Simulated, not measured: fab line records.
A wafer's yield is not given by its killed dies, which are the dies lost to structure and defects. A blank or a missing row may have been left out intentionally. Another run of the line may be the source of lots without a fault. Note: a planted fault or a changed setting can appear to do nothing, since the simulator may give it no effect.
The tool behind it: which one?    flow sky130    Sampling: 6 lots, 18 wafers, 3 of 708 route steps

== WHAT THE GAUGES READ, wafer by wafer ==
SKY_VT_ADJUST_NCORE_CD_MEAS_07: target cd 380 nm.
lot   measured      on         cd_nm (nm)
L196  day 8 21:21   cd_sem-01  381.0 383.3 382.1
L200  day 10 10:47  cd_sem-01  199.1 197.8 201.3 199.4 197.7 201.0
L208  day 12 14:29  cd_sem-02  378.9 376.9 379.5
L210  day 13 03:33  cd_sem-02  379.8 378.5 379.7
L213  day 14 03:12  cd_sem-02  377.8 379.5 378.9
L216  day 14 18:52  cd_sem-01  377.4 374.5 377.6

== TOOL THAT RAN EACH LOT (tool first, then ch and the chambers of the sampled wafers, then the start) ==
lot   SKY_VT_ADJUST_HVTP_STRIP_10           SKY_VT_ADJUST_NCORE_DEVELOP_06
L196  plasma_asher-03 ch 0,1, day 6 10:56   litho_track-03 ch 0, day 8 21:13
L200  plasma_asher-03 ch 0,1, day 7 18:53   litho_track-03 ch 0, day 10 10:38
L208  plasma_asher-02 ch 0,1, day 9 18:44   litho_track-04 ch 0, day 12 14:20
L210  plasma_asher-03 ch 1, day 10 06:11    litho_track-04 ch 0, day 13 03:25
L213  plasma_asher-03 ch 0,1, day 11 02:17  litho_track-04 ch 0, day 14 03:04
L216  plasma_asher-04 ch 0, day 11 16:59    litho_track-01 ch 0, day 14 18:43
- SKY_VT_ADJUST_HVTP_STRIP_10: strips in O2/N2.
- SKY_VT_ADJUST_NCORE_DEVELOP_06: develop time 60 s.

== THE ANSWER, worked out from the rows above alone ==
Rule: usual is defined by the lots themselves. Put in order of their means at a reading, lots are off if they are a third of the lots or fewer, leave a main group of 4 or more, and stand apart from it by a gap of 3 or more times the standard deviation of the main group's means; of several such gaps the widest counts. A main group is skipped when, at the precision printed for the reading in the tables above, its means are all equal. A lot without any number at a reading at which 4 lots or more have one is off too. The other lots that the step has rows for count as sound.
Off at SKY_VT_ADJUST_NCORE_CD_MEAS_07 (cd_nm): L200. The main group has a mean of 379.0 nm with a standard deviation of 1.8.
A tool fits if, at a process step before that reading, it ran every lot that is off, and no sound lot after the first of them. Those tools and the gauges at SKY_VT_ADJUST_NCORE_CD_MEAS_07 are tried in the same way. One fits: SKY_VT_ADJUST_NCORE_DEVELOP_06 on litho_track-03. A fault onset in the window from L196 (day 8 21:13, its last sound lot) to L200 (day 10 10:38, its first lot off) fits.

== WHAT HAD BEEN PUT IN BY THE SIMULATOR ==
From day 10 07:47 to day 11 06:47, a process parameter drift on litho_track-03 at SKY_VT_ADJUST_NCORE_DEVELOP_06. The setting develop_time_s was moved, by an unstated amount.
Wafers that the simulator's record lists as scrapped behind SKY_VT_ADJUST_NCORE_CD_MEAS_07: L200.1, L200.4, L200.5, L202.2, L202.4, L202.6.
Struck lots among those shown: L200. The same result came from the rule above.
